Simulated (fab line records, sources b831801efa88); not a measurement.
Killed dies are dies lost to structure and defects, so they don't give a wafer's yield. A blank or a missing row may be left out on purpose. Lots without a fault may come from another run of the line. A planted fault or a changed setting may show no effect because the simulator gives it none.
A struck lot beside a sound one | flow sky130 | 18 steps out of a route of 708
Sound: wafers L992.1, L992.4, L992.6. Struck: wafers L995.1, L995.3, L995.4. The cause comes at the end.
At each step with rows: each side's tool, then ch and its chambers, then its first start. Under that, the readings that differ: sound wafers | struck wafers | difference of the means | sigmas: that difference in standard deviations of wafers without a fault.
alike: readings whose means differ by less than 2 such deviations, and words and numbers that are the same on both sides. not compared: withheld readings, readings that some wafer has no value for, bounds like >300 that may hide the same value, and numbers for which the record gives no deviation and whose values overlap.
The two part at a step that has a row with sigmas, a row that says differs or no value, or rows on one side only. Numbers that don't overlap but have no deviation are shown without sigmas and don't part them. A reading that every wafer of one side lacks parts them only if that side has two wafers or more.

first, 1 step without rows for these wafers: SKY_VT_ADJUST_PCH_IMPLANT_08.
SKY_VT_ADJUST_PCH_STRIP_09: strips in O2/N2.
  sound on plasma_asher-01 ch 0, day 13 20:35; struck on plasma_asher-01 ch 0,1, day 14 17:58
  reading             | sound             | struck            | difference | sigmas
  n2_flow_sccm (sccm) | 301.8 301.3 301.5 | 299.8 298.6 299.5 | -2.2       | -3
  alike: drypump_motor_current_A, oes_product_au, strip_time_to_endpoint_s
  not compared: rf_hours_counter_h
SKY_VT_ADJUST_PCH_TW_MEAS_10:
  sound on film_metro-01, day 13 20:41; struck on film_metro-03, day 14 18:04
  alike: VT_ADJUST_PCH_TW
then, 7 steps without rows for these wafers: SKY_SONOS_TUNNEL_DEHYDRATE_00 (time 60 s); SKY_SONOS_TUNNEL_HMDS_01 (prime time 60 s); SKY_SONOS_TUNNEL_COAT_02 (resist thk 1140 nm); SKY_SONOS_TUNNEL_SOFTBAKE_03 (time 60 s); SKY_SONOS_TUNNEL_EXPOSE_04 (exposes mask TUNM, target cd 410 nm); SKY_SONOS_TUNNEL_PEB_05; SKY_SONOS_TUNNEL_DEVELOP_06 (develop time 60 s).
SKY_SONOS_TUNNEL_CD_MEAS_07: target cd 410 nm.
  sound on cd_sem-02, day 14 23:20; struck on cd_sem-02, day 15 21:08
  alike: cd_nm
SKY_SONOS_TUNNEL_OVL_MEAS_08:
  sound on overlay-02, day 14 23:28; struck on overlay-02, day 15 21:16
  alike: SONOS_TUNNEL_OVL
SKY_SONOS_TUNNEL_IMPLANT_09:
  sound on implanter-03 ch 0, day 14 23:29; struck on implanter-03 ch 0, day 15 21:17
  reading                          | sound                          | struck                        | difference | sigmas
  dose_ions_cm2                    | 1.001e+12 9.998e+11 1.0011e+12 | 3.382e+11 3.416e+11 3.371e+11 | -6.617e+11 | -99 or more
  end_station_pressure_torr (Torr) | 4.76e-06 5.12e-06 4.18e-06     | 5.26e-06 4.91e-06 5.41e-06    | +5.07e-07  | +2
  faraday_current_uA               | 5.41 5.75 5.51                 | 1.91 1.92 1.90                | -3.65      | -33
then, 2 steps without rows for these wafers: SKY_SONOS_TUNNEL_WET_ETCH_10 (etches SiO2 in dHF, target depth 14 nm, time 280 s); SKY_SONOS_TUNNEL_STRIP_11 (strips in SPM, time 600 s).
SKY_SONOS_TUNNEL_TW_MEAS_12:
  sound on film_metro-04, day 15 00:05; struck on film_metro-04, day 15 21:44
  reading         | sound             | struck            | difference | sigmas
  SONOS_TUNNEL_TW | 198.2 196.8 197.6 | 146.5 145.9 147.4 | -50.9      | -51
then, 1 step without rows for these wafers: SKY_SONOS_TUNNEL_CLEAN_13 (cleans in dHF, time 20 s).
-- the record jumps here: 34 days lie between the struck wafers' starts before and after (it left off in module SONOS_TUNNEL and takes up again in module PAD_OPEN, whose first step shown is number 708 of the route) --
SKY_PAD_OPEN_PROBE_99:
  sound on prober-01, day 48 12:49; struck on prober-01, day 49 19:43
  reading                                     | sound                   | struck                  | difference | sigmas
  model.etest.sonos_uncharged.r_on_ohm_um     | 799.2 798.2 802.4       | 754.3 748.4 751.6       | -48.5      |
  model.etest.sonos_programmed.off_log10_a_um | -13.94 -13.81 -13.85    | -11.72 -11.67 -11.99    | +2.07      |
  model.etest.sonos_programmed.vt_v (V)       | 1.496 1.461 1.527       | 1.291 1.347 1.329       | -0.172     |
  model.etest.sonos_uncharged.vt_v (V)        | -0.4246 -0.4479 -0.4165 | -0.5675 -0.6231 -0.6382 | -0.1799    |
  model.etest.sonos_baked.vt_v (V)            | 0.9964 0.9834 1.013     | 0.8046 0.892 0.8597     | -0.1455    |
  model.etest.sonos_erased.vt_v (V)           | -2.258 -2.244 -2.232    | -2.492 -2.576 -2.462    | -0.265     |
  alike: killed_at_M0_to_M3, killed_at_M4_up, killed_at_contacts, killed_at_front_end, killed_at_other, killed_dies, killed_open, killed_short
  not compared: model.etest.tip_sonos.rs_ohm_sq

WHERE THEY PART
First at SKY_VT_ADJUST_PCH_STRIP_09; last, within this record, at SKY_SONOS_TUNNEL_TW_MEAS_12. Later steps at which nothing parts them and some readings are alike: SKY_PAD_OPEN_PROBE_99.

WHY: what the simulator had put in
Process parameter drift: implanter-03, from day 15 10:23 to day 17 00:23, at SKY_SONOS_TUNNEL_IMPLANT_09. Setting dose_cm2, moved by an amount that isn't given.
